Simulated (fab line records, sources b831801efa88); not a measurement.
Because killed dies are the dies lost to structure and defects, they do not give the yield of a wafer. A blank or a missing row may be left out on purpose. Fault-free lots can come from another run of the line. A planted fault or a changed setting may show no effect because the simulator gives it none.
fab line records -- flow sky130
[record] lots = 13, wafers = 39, last_day = 50
route steps=708 shown SD_P@326 SD_N@350 METAL1@437 VIA1@460
lots that met no fault: from a run of the same line without faults
start_h: the number of hours between the record's first day and the start of the first shown wafer of the lot -- wait_h: hours from the lot's prior step to this one -- " the same as in the row above -- L1.1+2: a row that stands for several wafers -- - no value present, or no start provided -- * or withheld: withheld -- < > ~ a bound
route shown NAME@n: a module of which the file shows steps, and the number in the route of the first -- usual: mean and standard deviation over wafers with no fault -- same: alike in all rows -- chamber/n: place in a boat -- sites: per-site readings -- _std_site: standard deviation of those values -- _edge_site: outer sites' mean less inner sites' -- radius_mm: how far each site lies from the wafer's centre -- mask NAME#n: copy n -- behind: tool/chamber where the wafer was last shaped -- hold: what put the lot on hold/how long, in hours/how the hold closed -- device: the transistor (n, p or np) that didn't switch -- end of line: at the end of the route, the tests of the same wafers -- where a step has no rows: the recipe by itself -- killed: dies that structure and defects cost at the first sort, which is not the same as the wafer's yield -- map: per-die view of a wafer (x killed, . not killed, _ where there is no die)
set.NAME: the setting as run; set.NAME@STEP: as run at that earlier step -- model.NAME: the simulator's own value behind a step, which no gauge read
the route's steps for a sample of lots (tables are steps, rows are wafers)
services: a tool's chamber out of use, with start hour (start_h, from the record's first day; less than 0 if before it), hours out, and reason
[[steps]]
[step SKY_SD_P_DEVELOP_06]
[recipe] resist = NOVOLAK, developer = TMAH, develop_time_s = 60, dev_temp_c = 23
lot.wafer,tool,chamber,start_h,wait_h
L726.1+4+6,litho_track-01,0,593.38,0.1
L728.1+4+6,litho_track-04,0,605.37,0.1
L729.2+3+5,litho_track-02,0,617.07,0.1
L730.2+5+6,litho_track-04,0,633.64,0.1
L732.1+4+5,litho_track-02,0,641.20,0.1
L736.2+3+4,litho_track-04,0,679.39,0.1
L737.1+4+5,litho_track-04,0,684.62,0.1
L742.2+4+6,litho_track-01,0,736.10,0.1
L743.1+3+5,litho_track-01,0,742.93,0.1
L746.1+4+5,litho_track-01,0,752.28,0.1
L747.1+2+4,litho_track-02,0,760.35,0.1
L748.1+2+5,litho_track-01,0,772.93,0.1
L749.2+4+5,litho_track-04,0,774.84,0.1
[step SKY_SD_P_CD_MEAS_07]
[recipe] target_cd_nm = 380
[usual] cd_nm = 379.8/2.3
lot.wafer,tool,chamber,start_h,wait_h,cd_nm
L726.1,cd_sem-02,-,593.53,0.1,382.6
L726.4,cd_sem-02,-,593.53,0.1,383.0
L726.6,cd_sem-02,-,593.53,0.1,381.9
L728.1,cd_sem-01,-,605.52,0.1,374.8
L728.4,cd_sem-01,-,605.52,0.1,376.1
L728.6,cd_sem-01,-,605.52,0.1,375.8
L729.2,cd_sem-02,-,617.22,0.1,377.5
L729.3,cd_sem-02,-,617.22,0.1,374.8
L729.5,cd_sem-02,-,617.22,0.1,378.3
L730.2,cd_sem-02,-,633.79,0.1,383.1
L730.5,cd_sem-02,-,633.79,0.1,384.4
L730.6,cd_sem-02,-,633.79,0.1,379.2
L732.1,cd_sem-01,-,641.35,0.1,380.9
L732.4,cd_sem-01,-,641.35,0.1,380.8
L732.5,cd_sem-01,-,641.35,0.1,382.8
L736.2,cd_sem-02,-,679.54,0.1,365.8
L736.3,cd_sem-02,-,679.54,0.1,369.4
L736.4,cd_sem-02,-,679.54,0.1,366.9
L737.1,cd_sem-02,-,684.77,0.1,369.1
L737.4,cd_sem-02,-,684.77,0.1,369.5
L737.5,cd_sem-02,-,684.77,0.1,367.7
L742.2,cd_sem-01,-,736.25,0.1,381.0
L742.4,cd_sem-01,-,736.25,0.1,378.5
L742.6,cd_sem-01,-,736.25,0.1,382.7
L743.1,cd_sem-01,-,743.08,0.1,378.9
L743.3,cd_sem-01,-,743.08,0.1,376.0
L743.5,cd_sem-01,-,743.08,0.1,376.1
L746.1,cd_sem-02,-,752.43,0.1,379.4
L746.4,cd_sem-02,-,752.43,0.1,377.6
L746.5,cd_sem-02,-,752.43,0.1,379.3
L747.1,cd_sem-01,-,760.50,0.1,378.5
L747.2,cd_sem-01,-,760.50,0.1,378.0
L747.4,cd_sem-01,-,760.50,0.1,379.0
L748.1,cd_sem-01,-,773.08,0.1,382.9
L748.2,cd_sem-01,-,773.08,0.1,382.8
L748.5,cd_sem-01,-,773.08,0.1,380.6
L749.2,cd_sem-02,-,774.99,0.1,383.4
L749.4,cd_sem-02,-,774.99,0.1,382.6
L749.5,cd_sem-02,-,774.99,0.1,381.9
[step SKY_SD_N_OVL_MEAS_08]
[usual] SD_N_OVL = -0.1/1.4
lot.wafer,tool,chamber,start_h,wait_h,SD_N_OVL[nm]
L726.1,overlay-01,-,653.82,0.1,-0.4
L726.4,overlay-01,-,653.82,0.1,0.2
L726.6,overlay-01,-,653.82,0.1,-1.4
L728.1,overlay-02,-,664.32,0.1,1.5
L728.4,overlay-02,-,664.32,0.1,1.8
L728.6,overlay-02,-,664.32,0.1,1.8
L729.2,overlay-01,-,675.47,0.1,0.6
L729.3,overlay-01,-,675.47,0.1,0.1
L729.5,overlay-01,-,675.47,0.1,0.2
L730.2,overlay-02,-,691.10,0.1,-0.1
L730.5,overlay-02,-,691.10,0.1,0.2
L730.6,overlay-02,-,691.10,0.1,-0.3
L732.1,overlay-01,-,699.42,0.1,1.4
L732.4,overlay-01,-,699.42,0.1,1.6
L732.5,overlay-01,-,699.42,0.1,1.7
L736.2,overlay-01,-,736.05,0.1,1.9
L736.3,overlay-01,-,736.05,0.1,-0.6
L736.4,overlay-01,-,736.05,0.1,1.3
L737.1,overlay-01,-,741.05,0.1,0.9
L737.4,overlay-01,-,741.05,0.1,0.7
L737.5,overlay-01,-,741.05,0.1,0.3
L742.2,overlay-02,-,791.72,0.1,0.9
L742.4,overlay-02,-,791.72,0.1,-0.5
L742.6,overlay-02,-,791.72,0.1,-0.6
L743.1,overlay-01,-,798.37,0.1,-0.2
L743.3,overlay-01,-,798.37,0.1,-0.7
L743.5,overlay-01,-,798.37,0.1,-1.7
L746.1,overlay-02,-,807.95,0.1,0.2
L746.4,overlay-02,-,807.95,0.1,-1.3
L746.5,overlay-02,-,807.95,0.1,-2.1
L747.1,overlay-01,-,814.52,0.1,-0.3
L747.2,overlay-01,-,814.52,0.1,0.3
L747.4,overlay-01,-,814.52,0.1,0.4
L748.1,overlay-02,-,827.02,0.1,-3.8
L748.2,overlay-02,-,827.02,0.1,-2.2
L748.5,overlay-02,-,827.02,0.1,-2.2
L749.2,overlay-02,-,828.80,0.1,-2.1
L749.4,overlay-02,-,828.80,0.1,-3.3
L749.5,overlay-02,-,828.80,0.1,-1.5
[step SKY_METAL1_SPUTTER_03]
[recipe] material = Ti, target_thk_nm = 5, power_w = 3000, time_s = 3.3, chamber_pressure_pa = 0.4
[usual] throttle_valve_pct = 29.5/0.92
lot.wafer,tool,chamber,start_h,wait_h,throttle_valve_pct
L726.1,pvd_sputter-03,-,745.04,0.0,30.8
L726.4,pvd_sputter-03,-,745.04,0.0,29.3
L726.6,pvd_sputter-03,-,745.04,0.0,30.8
L728.1,pvd_sputter-01,-,755.35,0.0,30.1
L728.4,pvd_sputter-01,-,755.35,0.0,29.5
L728.6,pvd_sputter-01,-,755.35,0.0,27.4
L729.2,pvd_sputter-01,-,765.62,0.0,29.3
L729.3,pvd_sputter-01,-,765.62,0.0,29.9
L729.5,pvd_sputter-01,-,765.62,0.0,29.3
L732.1,pvd_sputter-01,-,787.14,0.0,29.9
L732.4,pvd_sputter-01,-,787.14,0.0,27.7
L732.5,pvd_sputter-01,-,787.14,0.0,28.9
L730.2,pvd_sputter-03,-,788.07,0.0,30.8
L730.5,pvd_sputter-03,-,788.07,0.0,29.0
L730.6,pvd_sputter-03,-,788.07,0.0,29.6
L736.2,pvd_sputter-03,-,823.55,0.0,30.7
L736.3,pvd_sputter-03,-,823.55,0.0,31.0
L736.4,pvd_sputter-03,-,823.55,0.0,29.5
L737.1,pvd_sputter-03,-,828.95,0.0,30.7
L737.4,pvd_sputter-03,-,828.95,0.0,29.6
L737.5,pvd_sputter-03,-,828.95,0.0,30.6
L742.2,pvd_sputter-01,-,876.88,0.0,30.1
L742.4,pvd_sputter-01,-,876.88,0.0,29.3
L742.6,pvd_sputter-01,-,876.88,0.0,30.2
L743.1,pvd_sputter-03,-,882.75,0.0,29.2
L743.3,pvd_sputter-03,-,882.75,0.0,30.7
L743.5,pvd_sputter-03,-,882.75,0.0,30.9
L746.1,pvd_sputter-04,-,892.82,0.0,29.8
L746.4,pvd_sputter-04,-,892.82,0.0,28.1
L746.5,pvd_sputter-04,-,892.82,0.0,29.4
L747.1,pvd_sputter-04,-,900.00,0.0,28.1
L747.2,pvd_sputter-04,-,900.00,0.0,29.7
L747.4,pvd_sputter-04,-,900.00,0.0,30.3
L748.1,pvd_sputter-04,-,910.12,0.0,29.6
L748.2,pvd_sputter-04,-,910.12,0.0,29.5
L748.5,pvd_sputter-04,-,910.12,0.0,28.3
L749.2,pvd_sputter-01,-,915.68,0.0,29.3
L749.4,pvd_sputter-01,-,915.68,0.0,29.5
L749.5,pvd_sputter-01,-,915.68,0.0,29.2
[step SKY_VIA1_CMP_02]
[recipe] material = SiO2, down_force_psi = 4, platen_rpm = 60, pad_velocity_m_s = 0.94248
[usual] motor_current_A = 12.8/1, slurry_filter_dp_kPa = 13.50/0.14
lot.wafer,tool,chamber,start_h,wait_h,motor_current_A,slurry_filter_dp_kPa
L726.1,cmp-01,0,773.07,0.1,13.5,13.41
L726.4,cmp-01,2,773.07,0.1,12.1,13.40
L726.6,cmp-01,1,773.07,0.1,14.5,13.53
L728.1,cmp-02,1,784.24,0.1,11.5,13.33
L728.4,cmp-02,3,784.24,0.1,13.6,13.33
L728.6,cmp-02,0,784.24,0.1,12.6,13.41
L729.3,cmp-01,3,794.22,0.1,12.7,13.55
L729.2,cmp-01,1,794.22,0.1,14.3,13.23
L729.5,cmp-01,3,794.22,0.1,12.5,13.57
L732.4,cmp-01,1,816.08,0.1,14.0,13.87
L732.1,cmp-01,3,816.08,0.1,12.6,13.41
L732.5,cmp-01,1,816.08,0.1,13.7,13.46
L730.2,cmp-01,2,817.13,0.2,12.4,13.48
L730.5,cmp-01,3,817.13,0.2,12.6,13.60
L730.6,cmp-01,0,817.13,0.2,12.7,13.64
L736.4,cmp-02,1,851.30,0.0,11.5,13.69
L736.2,cmp-02,3,851.30,0.0,13.4,13.70
L736.3,cmp-02,0,851.30,0.0,12.1,13.33
L737.1,cmp-01,0,856.54,0.1,13.3,13.39
L737.4,cmp-01,2,856.54,0.1,12.2,13.54
L737.5,cmp-01,3,856.54,0.1,11.8,13.24
L742.2,cmp-01,3,904.05,0.0,12.4,13.55
L742.4,cmp-01,1,904.05,0.0,14.3,13.70
L742.6,cmp-01,0,904.05,0.0,13.9,13.61
L743.1,cmp-01,3,910.33,0.1,12.6,13.68
L743.3,cmp-01,2,910.33,0.1,12.3,13.28
L743.5,cmp-01,0,910.33,0.1,13.7,13.54
L746.4,cmp-01,0,919.85,0.0,12.7,13.64
L746.1,cmp-01,1,919.85,0.0,14.1,13.45
L746.5,cmp-01,1,919.85,0.0,14.3,13.49
L747.4,cmp-01,3,925.67,0.0,11.8,13.66
L747.1,cmp-01,1,925.67,0.0,13.8,13.47
L747.2,cmp-01,2,925.67,0.0,12.5,13.69
L748.2,cmp-02,0,935.71,0.2,12.7,13.75
L748.1,cmp-02,3,935.71,0.2,13.6,13.47
L748.5,cmp-02,0,935.71,0.2,12.8,13.38
L749.4,cmp-01,1,941.61,0.0,14.1,13.75
L749.2,cmp-01,2,941.61,0.0,11.9,13.36
L749.5,cmp-01,2,941.61,0.0,12.9,13.58
[[services]]
tool,chamber,start_h,hours,kind
cmp-01,-,572.00,4.0,pm
pvd_sputter-03,-,575.50,0.9,repair
pvd_sputter-01,-,578.13,1.6,repair
cmp-01,-,595.78,2.9,repair
pvd_sputter-04,-,599.95,0.5,repair
cmp-01,-,612.59,0.4,repair
cmp-01,-,623.96,6.3,pm
cmp-02,-,633.82,2.6,repair
cmp-02,-,648.18,2.4,repair
cmp-01,-,656.83,0.6,repair
cmp-02,-,668.19,3.7,pm
pvd_sputter-03,-,692.52,4.3,repair
pvd_sputter-01,-,702.30,3.5,repair
pvd_sputter-01,-,726.56,2.3,repair
cmp-01,-,727.36,6.8,pm
pvd_sputter-01,-,731.12,1.8,repair
cmp-01,-,746.53,2.2,repair
pvd_sputter-03,-,764.84,11.0,repair
pvd_sputter-01,-,764.88,0.6,repair
cmp-01,-,808.35,1.1,repair
cmp-01,-,838.99,16.3,pm
cmp-01,-,912.00,4.0,pm
cmp-01,-,916.02,2.4,repair
cmp-01,-,935.71,1.2,repair
[[key]]
[first_sign] step = SKY_SD_P_CD_MEAS_07, reading = cd_nm, direction = down, sigmas = 5.1, usual = 379.8, struck = 368.1
effect none on later readings
met_at SKY_SD_P_DEVELOP_06
struck_lots L736,L737
tester_left_out L736,L737
not_acting_at SKY_SD_N_OVL_MEAS_08,SKY_METAL1_SPUTTER_03,SKY_VIA1_CMP_02
onset_between 633.64 679.39
[fault] kind = process_parameter_drift, tool = litho_track-04, chamber = -, onset_h = 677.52, steps = SKY_SD_P_DEVELOP_06, channel = develop_time_s, offset = *, shape = step, end_h = 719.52, acts_in = *, stated = *
// tester_left_out: of these lots the tester's yield and bins aren't shown, on N5 and GAA mostly nor the transistor test; their killed dies are dies lost to structure and defects alone, not to doping, threshold or leakage, so they don't give the yield
